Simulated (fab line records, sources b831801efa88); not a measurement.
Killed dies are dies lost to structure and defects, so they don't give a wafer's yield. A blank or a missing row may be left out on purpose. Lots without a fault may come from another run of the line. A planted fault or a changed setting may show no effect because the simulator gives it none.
fab line records | flow sky130
record lots=10 wafers=30 last_day=50
route steps=708 shown METAL3@567 METAL4@599 VIA4@658 PASSIVATION@681 PAD_OPEN@708
lots that met no fault: from a run of the same line without faults
start_h: hours from the record's first day to the start of the lot's first wafer shown | wait_h: hours since the lot's step before | " the same as in the row above | L1.1+2: a row that stands for several wafers | - no value, or no start given | * or withheld: withheld | < > ~ a bound
route shown NAME@n: a module of which the file shows steps, and the number in the route of the first | usual: mean/standard deviation of fault-free wafers | same: alike in all rows | chamber/n: place in a boat | sites: the reading at each site | _std_site: their standard deviation | _edge_site: outer sites' mean less inner sites' | radius_mm: how far each site lies from the wafer's centre | mask NAME#n: copy n | behind: the tool/chamber that last shaped the wafer | hold: why the lot was held/for how many hours/how that ended | device: the transistor (n, p or np) that didn't switch | end of line: the same wafers' tests at the end of the route | a step without rows: its recipe alone | killed: dies lost to structure and defects at the first sort, not the wafer's yield | map: a wafer's dies, x killed, . not, _ none there
set.NAME: the setting as run; set.NAME@STEP: as run at that earlier step | model.NAME: the simulator's own value behind a step, which no gauge read
steps of the route over a sample of lots; a table a step, a row a wafer
services: from which hour (start_h, from the record's first day; less than 0 if before it) a tool's chamber was out of use, for how many hours, and why
## steps
# step SKY_METAL3_ETCH_17
# recipe target=SiO2 stop_on=TiN chemistry=C4F8/O2/Ar source_w=1500 bias_w=1200 pressure_mtorr=40 c4f8_flow_sccm=withheld O2_flow_sccm=6 Ar_flow_sccm=300 time_s=3.9 target_depth_a=150
# usual chamber_pressure_mTorr=40.01/0.037 oes_product_au=0.757/0.007
# columns lot.wafer tool chamber start_h wait_h chamber_pressure_mTorr oes_product_au rf_hours_counter_h
L388.3 rie_diel-01 3 912.69 0.0 40.06 0.744 11
L388.4 " 1 " " 40.06 0.769 10
L388.6 " 3 " " 39.96 0.763 -
L390.1 rie_diel-04 0 922.79 0.1 40.02 0.758 6
L390.2 " 2 " " 39.96 0.759 20
L390.3 " 3 " " 40.02 0.759 3
L396.1 rie_diel-03 3 971.69 0.1 40.07 0.747 9
L396.3 " 0 " " 40.00 0.758 14
L396.4 " 2 " " 39.99 0.755 25
L395.1 rie_diel-01 0 973.58 0.1 40.04 0.748 10
L395.4 " 1 " " 39.95 0.749 -
L395.5 " 2 " " 39.93 0.756 -
L401.1 rie_diel-04 2 1004.04 0.1 40.05 0.758 23
L401.5 " 0 " " 40.05 0.754 -
L401.6 " 1 " " 40.07 0.755 -
L404.1 rie_diel-03 0 1028.14 0.1 40.00 0.759 16
L404.4 " 3 " " 40.05 0.757 11
L404.5 " 3 " " 39.95 0.762 -
L406.1 rie_diel-03 1 1037.89 0.1 40.01 0.755 13
L406.2 " 0 " " 40.03 0.756 16
L406.4 " 3 " " 40.03 0.754 12
L407.1 rie_diel-04 3 1042.28 0.1 40.02 0.759 7
L407.2 " 1 " " 40.01 0.755 3
L407.6 " 1 " " 40.01 0.754 -
L408.1 rie_diel-01 1 1046.49 0.1 39.99 0.750 14
L408.4 " 0 " " 40.06 0.758 13
L408.6 " 0 " " 40.04 0.748 -
L409.2 rie_diel-01 0 1049.38 0.1 39.95 0.762 13
L409.5 " 2 " " 40.04 0.761 -
L409.6 " 3 " " 40.00 0.759 -
# step SKY_METAL4_SPUTTER_01
# recipe material=TiN target_thk_nm=20 power_w=6500 time_s=16.7 chamber_pressure_pa=0.4
# usual throttle_valve_pct=30.3/0.89
# columns lot.wafer tool chamber start_h wait_h throttle_valve_pct
L388.3 pvd_sputter-04 - 940.88 0.0 31.1
L388.4 " - " " 31.2
L388.6 " - " " 30.6
L390.1 pvd_sputter-03 - 950.48 0.0 29.5
L390.2 " - " " 29.4
L390.3 " - " " 30.8
L396.1 pvd_sputter-04 - 998.67 0.0 30.5
L396.3 " - " " 30.9
L396.4 " - " " 30.9
L395.1 pvd_sputter-03 - 1000.29 0.0 31.7
L395.4 " - " " 29.3
L395.5 " - " " 29.3
L401.1 pvd_sputter-03 - 1029.18 0.0 30.7
L401.5 " - " " 31.4
L401.6 " - " " 29.5
L404.1 pvd_sputter-02 - 1054.13 0.0 27.8
L404.4 " - " " 29.0
L404.5 " - " " 30.6
L406.1 pvd_sputter-04 - 1063.41 0.0 30.2
L406.2 " - " " 30.7
L406.4 " - " " 31.1
L407.1 pvd_sputter-03 - 1067.11 0.0 30.9
L407.2 " - " " 29.5
L407.6 " - " " 29.5
L408.1 pvd_sputter-04 - 1070.56 0.0 30.4
L408.4 " - " " 31.2
L408.6 " - " " 30.9
L409.2 pvd_sputter-03 - 1074.14 0.0 31.0
L409.5 " - " " 29.4
L409.6 " - " " 31.9
# step SKY_VIA4_RS_MEAS_19
# recipe thk_meas_gauge=four-point-probe reads=W_of_VIA4_CVD_18+TiN_of_VIA4_SPUTTER_17
# usual VIA4_W_RS=0.2263/0.0022
# columns lot.wafer tool chamber start_h wait_h VIA4_W_RS[ohm/sq]
L388.3 film_metro-02 - 1015.18 0.1 0.2261
L388.4 " - " " 0.2210
L388.6 " - " " 0.2226
L390.1 film_metro-01 - 1024.39 0.1 0.2286
L390.2 " - " " 0.2270
L390.3 " - " " 0.2274
L396.1 film_metro-02 - 1068.05 0.1 0.2245
L396.3 " - " " 0.2211
L396.4 " - " " 0.2255
L395.1 film_metro-02 - 1069.93 0.1 0.2312
L395.4 " - " " 0.2322
L395.5 " - " " 0.2279
L401.1 film_metro-03 - 1095.47 0.1 0.2243
L401.5 " - " " 0.2237
L401.6 " - " " 0.2253
L404.1 film_metro-03 - 1119.07 0.1 0.2271
L404.4 " - " " 0.2275
L404.5 " - " " 0.2259
L406.1 film_metro-03 - 1127.04 0.1 0.2234
L406.2 " - " " 0.2236
L406.4 " - " " 0.2244
L407.1 film_metro-03 - 1130.26 0.1 0.2294
L407.2 " - " " 0.2288
L407.6 " - " " 0.2294
L408.1 film_metro-02 - 1134.31 0.1 0.2254
L408.4 " - " " 0.2248
L408.6 " - " " 0.2269
L409.2 film_metro-03 - 1136.03 0.1 0.2274
L409.5 " - " " 0.2271
L409.6 " - " " 0.2281
# step SKY_PASSIVATION_CVD_00
# recipe material=SiO2 target_thk_nm=90 temp_c=400 time_s=withheld rf_w=600
# usual heater_power_w=704/150
# columns lot.wafer tool chamber start_h wait_h heater_power_w
L388.3 pecvd-04 2 1039.47 0.0 712
L388.4 " 0 " " 634
L388.6 " 2 " " 702
L390.1 pecvd-04 2 1048.29 0.0 694
L390.2 " 1 " " 654
L390.3 " 0 " " 540
L396.1 pecvd-02 0 1090.37 0.0 527
L396.3 " 1 " " 843
L396.4 " 0 " " 511
L395.1 pecvd-04 0 1092.27 0.0 611
L395.4 " 1 " " 668
L395.5 " 0 " " 626
L401.1 pecvd-01 0 1117.62 0.0 1128
L401.5 " 0 " " 1164
L401.6 " 1 " " 742
L404.1 pecvd-02 1 1140.07 0.0 851
L404.4 " 1 " " 879
L404.5 " 0 " " 528
L406.1 pecvd-01 0 1146.97 0.0 1030
L406.2 " 1 " " 760
L406.4 " 0 " " 1056
L407.1 pecvd-04 1 1149.86 0.0 582
L407.2 " 2 " " 715
L407.6 " 2 " " 726
L408.1 pecvd-04 1 1153.71 0.0 611
L408.4 " 0 " " 642
L408.6 " 1 " " 599
L409.2 pecvd-04 1 1155.73 0.0 564
L409.5 " 1 " " 553
L409.6 " 2 " " 686
# step SKY_PASSIVATION_THK_MEAS_01
# recipe reads=SiO2_of_PASSIVATION_CVD_00
# usual PASSIVATION_CVD_00_THK=89.8/1.1
# columns lot.wafer tool chamber start_h wait_h PASSIVATION_CVD_00_THK[nm]
L388.3 film_metro-01 - 1039.51 - 88.5
L388.4 " - " " 89.7
L388.6 " - " " 89.0
L390.1 film_metro-04 - 1048.31 - 65.9
L390.2 " - " " 64.9
L390.3 " - " " 65.0
L396.1 film_metro-01 - 1090.39 - 89.7
L396.3 " - " " 88.9
L396.4 " - " " 91.2
L395.1 film_metro-01 - 1092.29 - 65.6
L395.4 " - " " 66.0
L395.5 " - " " 66.4
L401.1 film_metro-02 - 1117.65 - 87.5
L401.5 " - " " 88.6
L401.6 " - " " 89.0
L404.1 film_metro-02 - 1140.09 - 89.9
L404.4 " - " " 89.8
L404.5 " - " " 89.3
L406.1 film_metro-02 - 1146.99 - 89.2
L406.2 " - " " 88.9
L406.4 " - " " 91.4
L407.1 film_metro-04 - 1149.88 - 90.5
L407.2 " - " " 90.0
L407.6 " - " " 91.5
L408.1 film_metro-04 - 1153.73 - 89.2
L408.4 " - " " 89.9
L408.6 " - " " 90.5
L409.2 film_metro-04 - 1155.77 - 91.2
L409.5 " - " " 92.2
L409.6 " - " " 90.9
# step SKY_PASSIVATION_ETCH_11
# recipe chemistry=CF4/O2 target_depth_nm=725 stop_on=AlCu source_w=824.9 bias_w=150 pressure_mtorr=150 cf4_flow_sccm=80 O2_flow_sccm=10 time_s=161.1
# usual chamber_pressure_mTorr=149.99/0.13 drypump_motor_current_A=5.8/0.32 oes_product_au=0.980/0.0074 throttle_valve_pct=5.965/0.0098
# columns lot.wafer tool chamber start_h wait_h chamber_pressure_mTorr drypump_motor_current_A oes_product_au rf_hours_counter_h throttle_valve_pct
L388.3 rie_diel-01 1 1061.76 - 149.84 5.9 0.973 14 5.961
L388.4 " 2 " " 150.20 6.0 0.973 22 5.984
L388.6 " 3 " " 150.08 5.7 0.987 - 5.987
L390.1 rie_diel-04 1 1069.36 - 150.10 5.8 0.954 4 5.953
L390.2 " 3 " " 150.14 5.6 0.954 8 5.957
L390.3 " 2 " " 149.78 4.9 0.958 26 5.957
L396.1 rie_diel-04 1 1110.41 - 149.95 5.7 0.993 6 5.959
L396.3 " 3 " " 149.95 5.6 0.978 10 5.980
L396.4 " 3 " " 150.16 5.6 0.992 - 5.967
L395.1 rie_diel-01 0 1112.77 - 149.92 5.8 0.951 15 5.940
L395.4 " 2 " " 150.03 6.0 0.974 1 5.961
L395.5 " 3 " " 149.91 5.7 0.969 - 5.969
L401.1 rie_diel-01 2 1136.97 - 150.06 6.0 0.976 2 5.965
L401.5 " 1 " " 149.86 5.9 0.988 - 5.964
L401.6 " 0 " " 149.91 5.8 0.980 - 5.962
L404.1 rie_diel-01 2 1158.32 - 149.85 6.0 0.961 2 5.962
L404.4 " 3 " " 150.14 5.7 0.975 19 5.972
L404.5 " 2 " " 150.00 6.0 0.982 - 5.944
L406.1 rie_diel-01 2 1165.02 - 150.18 6.0 0.968 3 5.974
L406.2 " 0 " " 150.04 5.8 0.969 17 5.964
L406.4 " 1 " " 150.24 5.9 0.970 18 5.977
L407.1 rie_diel-03 3 1167.26 - 149.86 6.4 0.978 16 5.947
L407.2 " 2 " " 149.95 5.0 0.974 5 5.956
L407.6 " 0 " " 149.96 6.4 0.979 - 5.952
L408.1 rie_diel-01 3 1171.41 - 150.26 5.7 0.978 20 5.957
L408.4 " 1 " " 150.22 5.8 0.985 18 5.955
L408.6 " 0 " " 150.19 5.8 0.982 - 5.965
L409.2 rie_diel-01 3 1172.90 - 150.02 5.7 0.974 20 5.973
L409.5 " 2 " " 149.72 6.0 0.984 - 5.949
L409.6 " 1 " " 149.92 5.8 0.977 - 5.975
# step SKY_PAD_OPEN_PROBE_99
# usual defect_limited_yield=82.6/1.9 killed_at_M0_to_M3=43/6.5 killed_at_M4_up=3.2/1.8 killed_at_contacts=24/5 killed_at_front_end=15/4.1 killed_at_other=0.3/0.54 killed_dies=85/9.3 killed_open=47/7.2 killed_short=39/5.9 sort_bin_3_pad_short=0.9/0.4 sort_bin_5_function=10.3/1.5 sort_bin_6_memory=6.2/1.2 sort_n_pass=407/9.3 sort_yield_pct=82.6/1.9
# same gross_dies=492 killed_at_back_side=0 sort_bin_4_leakage[%]=0 sort_bin_8_speed[%]=0
# columns lot.wafer tool chamber start_h wait_h defect_limited_yield[%] killed_at_M0_to_M3 killed_at_M4_up killed_at_contacts killed_at_front_end killed_at_other killed_dies killed_open killed_short sort_bin_3_pad_short[%] sort_bin_5_function[%] sort_bin_6_memory[%] sort_n_pass sort_yield_pct[%]
L396.1 prober-02 - 1132.26 0.1 82.1 45 2 27 14 0 88 46 42 1.2 11.0 5.7 404 82.1
L396.3 prober-02 - 1132.36 0.2 79.5 58 4 16 23 0 101 54 47 0.8 12.8 6.9 391 79.5
L396.4 prober-02 - 1132.41 0.2 84.8 51 1 14 9 0 75 44 31 1.4 9.8 4.1 417 84.8
L409.2 prober-02 - 1191.72 0.1 83.5 41 2 25 12 1 81 44 36 1.4 8.5 6.5 411 83.5
L409.5 prober-02 - 1191.87 0.2 81.7 46 2 25 17 0 90 46 44 0.4 11.8 6.1 402 81.7
L409.6 prober-02 - 1191.92 0.2 83.3 46 4 21 11 0 82 42 40 0.6 8.5 7.5 410 83.3
# killed by level:class
L396.1 VIA1:geometric_particle:open=12 CONTACT:geometric_particle:open=10 VIA3:geometric_particle:open=9 CONTACT:geometric_particle:short=7 METAL1:geometric_particle:short=5 VIA1:geometric_particle:short=5 POLY_GATE:geometric_particle:short=4 LI_CONTACT:geometric_particle:open=4
L396.3 VIA1:geometric_particle:open=18 METAL1:geometric_particle:short=9 FIELD_ISO:geometric_particle:open=8 METAL2:geometric_particle:short=7 FIELD_ISO:geometric_particle:short=6 CONTACT:geometric_particle:open=6 VIA1:geometric_particle:short=5 VIA3:geometric_particle:open=5
L396.4 VIA1:geometric_particle:open=12 VIA2:geometric_particle:open=8 CONTACT:geometric_particle:open=6 METAL1:geometric_particle:short=6 VIA3:geometric_particle:open=5 FIELD_ISO:geometric_particle:short=4 VIA1:geometric_particle:short=4 METAL2:geometric_particle:open=4
L409.2 VIA1:geometric_particle:open=11 LOCAL_INTERCONNECT:geometric_particle:short=10 CONTACT:geometric_particle:open=7 VIA2:geometric_particle:open=7 VIA1:geometric_particle:short=6 FIELD_ISO:geometric_particle:open=5 VIA3:geometric_particle:open=4 FIELD_ISO:geometric_particle:short=3
L409.5 VIA1:geometric_particle:open=11 VIA2:geometric_particle:open=7 LI_CONTACT:geometric_particle:open=6 METAL2:geometric_particle:short=5 LI_CONTACT:geometric_particle:short=5 CONTACT:geometric_particle:open=5 CONTACT:geometric_particle:short=5 VIA2:geometric_particle:short=5
L409.6 VIA1:geometric_particle:open=11 METAL1:geometric_particle:short=9 LI_CONTACT:geometric_particle:open=6 CONTACT:geometric_particle:open=6 VIA3:geometric_particle:open=6 VIA1:geometric_particle:short=5 CONTACT:geometric_particle:short=5 METAL3:geometric_particle:short=4
## services
# columns tool chamber start_h hours kind
rie_diel-01 3 924.05 4.1 repair
rie_diel-04 1 936.15 7.9 repair
rie_diel-01 3 951.06 4.3 repair
pecvd-04 - 955.46 0.8 repair
pecvd-04 1 955.66 24.8 repair
rie_diel-01 3 972.41 4.2 repair
rie_diel-01 - 975.29 4.3 pm
pvd_sputter-04 - 1001.93 8.5 repair
rie_diel-01 3 1010.58 3.6 repair
rie_diel-01 2 1031.23 9.3 repair
rie_diel-04 0 1037.37 8.9 repair
pvd_sputter-04 - 1049.64 4.0 repair
rie_diel-03 3 1049.68 1.5 repair
pecvd-04 1 1057.11 21.1 repair
rie_diel-01 0 1063.82 10.4 repair
rie_diel-04 1 1076.72 3.4 repair
rie_diel-03 1 1089.53 8.0 repair
rie_diel-04 - 1100.29 2.8 pm
rie_diel-04 2 1104.58 9.8 repair
rie_diel-03 1 1109.12 2.5 repair
rie_diel-03 0 1127.87 3.5 repair
pecvd-04 - 1163.49 4.3 pm
pecvd-04 - 1168.39 4.8 repair
pecvd-04 2 1171.16 5.4 repair
## key
first_sign step=SKY_PASSIVATION_THK_MEAS_01 reading=PASSIVATION_CVD_00_THK direction=down sigmas=22 usual=89.8 struck=65.6
effect step=SKY_PASSIVATION_ETCH_11 reading=oes_product_au direction=down sigmas=2.7 usual=0.980 struck=0.960
met_at SKY_PASSIVATION_CVD_00
struck_lots L390,L395
not_acting_at SKY_METAL3_ETCH_17,SKY_METAL4_SPUTTER_01,SKY_VIA4_RS_MEAS_19
onset_between 1039.47 1048.29
fault kind=process_parameter_drift tool=pecvd-04 chamber=- onset_h=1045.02 steps=SKY_PASSIVATION_CVD_00 channel=target_thk_nm offset=-24.082 shape=step end_h=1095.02 acts_in=these_recipes_only stated=90
